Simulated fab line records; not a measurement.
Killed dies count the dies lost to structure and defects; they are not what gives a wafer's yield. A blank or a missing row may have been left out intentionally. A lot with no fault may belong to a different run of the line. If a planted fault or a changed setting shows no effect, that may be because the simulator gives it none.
Code-filled problem report in 8D (eight disciplines) form + flow gf180mcu + the parts of the form that need people (team, actions taken, sign-off) are left out

== 1. WHAT IS WRONG ==
Mean PSD_OVL at GF_PSD_OVL_MEAS_08: 106.9 nm over 6 wafers in 2 lots; fault-free wafers: -1.1 nm, standard deviation 1.3. That puts it +83 standard deviations away from the usual mean.
Seen first at day 18 09:50 on overlay-02, wafer L696.2. Wafers with a number at this step in the record: 39, from 13 lots. Rule for "out" (also "out of limits"): further than 4 standard deviations from the usual mean. All remaining wafers that have a number are taken as sound.

== 2. WHAT IT IS AND WHAT IT IS NOT ==
| question                    | is                     | is not                                                                          |
|-----------------------------|------------------------|---------------------------------------------------------------------------------|
| which readings at this step | PSD_OVL                | -                                                                               |
| which lots                  | L696, L697             | L685, L686, L687, L688, L689, L690, L691, L694, L698, L703, L705                |
| which wafers of those lots  | all that have a number | -                                                                               |
| read on which gauges        | overlay-01, overlay-02 | -                                                                               |
| when                        | from day 18 09:50      | up to then (24 sound wafers); but 9 sound wafers of L698, L703, L705 came after |

== 3. SUSPECTS, AND WHAT RULES EACH OUT ==
Counting: a tool at any process step up to the reading remains a suspect when it ran all the lots that are out and ran no sound lot after the first of those.
- ruled out: the gauge at GF_PSD_OVL_MEAS_08. Those wafers that are out were read across 2 gauges (overlay-01, overlay-02).
- iline_stepper-01 at GF_PSD_EXPOSE_04 (exposes mask Pplus, target cd 400 nm): kept. It ran every lot that is out, first L696 (day 17 22:02), and no sound lot after that; its last sound lot up to then is L691 (day 16 02:17).
The count leaves iline_stepper-01 at GF_PSD_EXPOSE_04.

== 4. THE CAUSE (what the simulator had put in) ==
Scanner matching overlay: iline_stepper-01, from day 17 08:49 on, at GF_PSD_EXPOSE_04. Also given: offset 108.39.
This tool alone remained once counting was done.

== 5. THE EFFECT CHAIN, in route order ==
Each row: a reading whose mean over the struck wafers that have a number lies more than 3 standard deviations from the usual. Only readings whose record carries a usual standard deviation are examined. hours: median over the lots of the time between each lot's start at the first step of this table that gives one and its start at this step. sigmas: the change, counted in usual standard deviations.
| hours | step               | reading | usual   | on struck wafers | change | sigmas |
|-------|--------------------|---------|---------|------------------|--------|--------|
| 0     | GF_PSD_OVL_MEAS_08 | PSD_OVL | -1.1 nm | 106.9            | +108.0 | +83    |
Later steps that measure or inspect, where all struck wafers having a row at the step show a number for every such reading and not one has moved that far: GF_PSD_TW_MEAS_11.

== 6. HOW IT WOULD HAVE BEEN CAUGHT EARLIER ==
Counted from the fault's start at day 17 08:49, it took 25 hours until the first out-of-limits reading at a measuring or inspecting step in this record, taken at day 18 09:50.
Lots out: 2; all had begun GF_PSD_EXPOSE_04 on iline_stepper-01 by day 18 09:50. None of them would have been spared by holding the tool at that moment.
